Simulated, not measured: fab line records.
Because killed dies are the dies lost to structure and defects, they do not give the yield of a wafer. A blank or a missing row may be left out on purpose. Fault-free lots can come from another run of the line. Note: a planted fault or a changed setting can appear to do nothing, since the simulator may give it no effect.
Which tool was responsible?	flow gf180mcu	Sampling: 12 lots, 36 wafers, 3 of 602 route steps

## WHAT EACH GAUGE READ, for each wafer
GF_V5_OVL_MEAS_15.
lot	measured	on	V5_OVL (nm)
L761	day 27 08:53	overlay-01	5 6 2
L762	day 27 19:20	overlay-01	-1 2 -3
L765	day 28 20:53	overlay-02	-1 -4 -5
L766	day 28 23:53	overlay-02	-3 3 -1
L768	day 29 14:46	overlay-01	0 4 -4
L769	day 30 01:20	overlay-02	1 8 3
L771	day 30 15:14	overlay-01	-10 -11 -7
L777	day 32 10:08	overlay-01	2 -2 7
L778	day 32 14:38	overlay-01	-5 7 3
L780	day 32 21:46	overlay-02	-9 0 0
L782	day 33 11:23	overlay-01	-2 0 -3
L783	day 33 17:11	overlay-01	-10 -10 -8

## WHICH TOOL RAN EACH LOT (tool, then ch and the chambers of the sampled wafers, then the start)
lot	GF_MIM_SPUTTER_01	GF_V5_CVD_00
L761	pvd_sputter-04, day 24 16:31	hdpcvd-01 ch 0,1, day 26 12:09
L762	pvd_sputter-02, day 25 03:09	hdpcvd-01 ch 0,1,2, day 26 22:47
L765	pvd_sputter-03, day 26 05:06	hdpcvd-01 ch 0,1, day 27 23:59
L766	pvd_sputter-04, day 26 09:44	hdpcvd-02 ch 0,1,2, day 28 03:26
L768	pvd_sputter-04, day 27 02:29	hdpcvd-02 ch 0,1, day 28 19:36
L769	pvd_sputter-04, day 27 14:04	hdpcvd-02 ch 0,1,2, day 29 06:17
L771	pvd_sputter-02, day 28 05:28	hdpcvd-02 ch 0,1,2, day 29 20:14
L777	pvd_sputter-03, day 30 02:01	hdpcvd-01 ch 0,1,2, day 31 15:47
L778	pvd_sputter-02, day 30 09:04	hdpcvd-01 ch 0,1,2, day 31 20:58
L780	pvd_sputter-03, day 30 17:06	hdpcvd-01 ch 1,2, day 32 04:50
L782	pvd_sputter-02, day 31 07:10	hdpcvd-01 ch 0,2, day 32 18:37
L783	pvd_sputter-04, day 31 13:58	hdpcvd-01 ch 0,2, day 33 00:50
- GF_MIM_SPUTTER_01: material TiN, target thk 30 nm, time 25 s.
- GF_V5_CVD_00: deposits SiO2, target thk 300 nm, time 50 s.

## WHAT THE TOOLS THEMSELVES READ (means of the sampled wafers that have a number; where no wafer has one, the mark that the record gives instead)
GF_MIM_SPUTTER_01.
lot	tool	chamber_pressure_pa (Pa)	throttle_valve_pct (%)
L761	pvd_sputter-04	0.4007	29.7
L762	pvd_sputter-02	0.3996	29.7
L765	pvd_sputter-03	0.4007	29.7
L766	pvd_sputter-04	0.4000	29.0
L768	pvd_sputter-04	0.4000	29.5
L769	pvd_sputter-04	0.3994	29.4
L771	pvd_sputter-02	0.3995	29.8
L777	pvd_sputter-03	0.3984	31.1
L778	pvd_sputter-02	0.3995	30.7
L780	pvd_sputter-03	0.4001	30.5
L782	pvd_sputter-02	0.4000	29.8
L783	pvd_sputter-04	0.4004	28.8

GF_V5_CVD_00.
lot	tool	pressure_mtorr (mTorr)	susceptor_temp_C (C)
L761	hdpcvd-01	6.010	400.08
L762	hdpcvd-01	5.982	399.96
L765	hdpcvd-01	5.998	400.01
L766	hdpcvd-02	5.996	400.21
L768	hdpcvd-02	5.989	400.26
L769	hdpcvd-02	6.006	399.98
L771	hdpcvd-02	6.008	399.95
L777	hdpcvd-01	6.005	399.93
L778	hdpcvd-01	6.011	399.98
L780	hdpcvd-01	6.006	400.07
L782	hdpcvd-01	5.986	399.62
L783	hdpcvd-01	6.002	400.16

## THE ANSWER, worked out from the rows above alone
Rule: the usual values come from the lots themselves. The widest of any qualifying gaps counts: lots, ordered by their means at a reading, are off when they make up no more than a third of the lots, leave a main group of 4 or more, and stand apart from it by 3 or more times the standard deviation of that group's means. Not used: any main group whose means are identical at the precision the tables above print for the reading. Also off: a lot with no number at a reading for which 4 or more lots have one. Where the step has rows for the other lots, those lots are counted as sound. The gauges are gone through in route order, then the tools' own readings, and for those a lot's mean is taken as printed above. At the first step where some lot is off, the reading lying furthest off is the one used; lots without a number count as furthest.
None of the lots is off at any reading shown; this tells nothing.

## WHAT THE SIMULATOR HAD INSERTED
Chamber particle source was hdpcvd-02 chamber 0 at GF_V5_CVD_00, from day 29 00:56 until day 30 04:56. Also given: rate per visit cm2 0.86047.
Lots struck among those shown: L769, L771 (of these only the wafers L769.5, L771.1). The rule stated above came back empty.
